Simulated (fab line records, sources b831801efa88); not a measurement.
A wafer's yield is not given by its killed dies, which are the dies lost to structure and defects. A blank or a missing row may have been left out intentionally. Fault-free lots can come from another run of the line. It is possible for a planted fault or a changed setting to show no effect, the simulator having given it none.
Matching of chambers || flow sky130 || SKY_VIA3_CMP_24 on cmp-01 has 4 sister chambers
The step polishes, stops on SiO2, t overpolish 20 s, target thk 0 nm. 8 wafers are shown with their chamber, then 7 later ones without.

== WAFERS WITH THEIR CHAMBER ==
{"wafer": "L766.2", "chamber": 2, "motor current A (A)": 12.0, "time to endpoint s (s)": 91}
{"wafer": "L766.4", "chamber": 0, "motor current A (A)": 12.6, "time to endpoint s (s)": 100}
{"wafer": "L766.5", "chamber": 3, "motor current A (A)": 10.7, "time to endpoint s (s)": 93}
{"wafer": "L768.4", "chamber": 1, "motor current A (A)": 11.2, "time to endpoint s (s)": 97}
{"wafer": "L768.5", "chamber": 2, "motor current A (A)": 12.3, "time to endpoint s (s)": 95}
{"wafer": "L768.6", "chamber": 1, "motor current A (A)": 10.6, "time to endpoint s (s)": 93}
{"wafer": "L776.1", "chamber": 3, "motor current A (A)": 10.7, "time to endpoint s (s)": 89}
{"wafer": "L776.4", "chamber": 0, "motor current A (A)": 12.5, "time to endpoint s (s)": 100}

== WAFERS WHOSE CHAMBER IS MISSING ==
{"wafer": "L776.6", "motor current A (A)": 10.0, "time to endpoint s (s)": 89}
{"wafer": "L778.3", "motor current A (A)": 11.5, "time to endpoint s (s)": 94}
{"wafer": "L778.4", "motor current A (A)": 9.9, "time to endpoint s (s)": 89}
{"wafer": "L778.5", "motor current A (A)": 12.0, "time to endpoint s (s)": 98}
{"wafer": "L781.1", "motor current A (A)": 10.6, "time to endpoint s (s)": 93}
{"wafer": "L781.3", "motor current A (A)": 11.7, "time to endpoint s (s)": 93}
{"wafer": "L781.4", "motor current A (A)": 10.4, "time to endpoint s (s)": 91}

== WHICH CHAMBER EACH WENT THROUGH ==
{"wafer": "L776.6", "from the rows above": "can't be placed: 3 or 1", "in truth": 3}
{"wafer": "L778.3", "from the rows above": "can't be placed: 1 or 2 or 3", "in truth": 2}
{"wafer": "L778.4", "from the rows above": "can't be placed: 3 or 1", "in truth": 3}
{"wafer": "L778.5", "from the rows above": "can't be placed: 2 or 0", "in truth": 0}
{"wafer": "L781.1", "from the rows above": "can't be placed: 3 or 1", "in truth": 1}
{"wafer": "L781.3", "from the rows above": "can't be placed: 2 or 1", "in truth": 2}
{"wafer": "L781.4", "from the rows above": "can't be placed: 3 or 1", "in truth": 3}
Correctly placed: 0 of 7. Can't be placed from these rows: 7 (the true chamber is among the candidates in 7). 0 placed wrongly.
How it was worked out, from the rows above alone: a wafer's distance from a chamber is the root of the sum, over the readings, of the square of ((its reading less the chamber's mean) divided by the reading's scatter). The wafer belongs to the nearest chamber; if the next one is less than 2 further off, it can't be placed. The mean given for a chamber averages the wafers shown for that chamber. How the scatter is found: for the shown wafers, subtract from each reading the mean of its chamber, square and add these, divide the total by (wafers less chambers), then take the root.
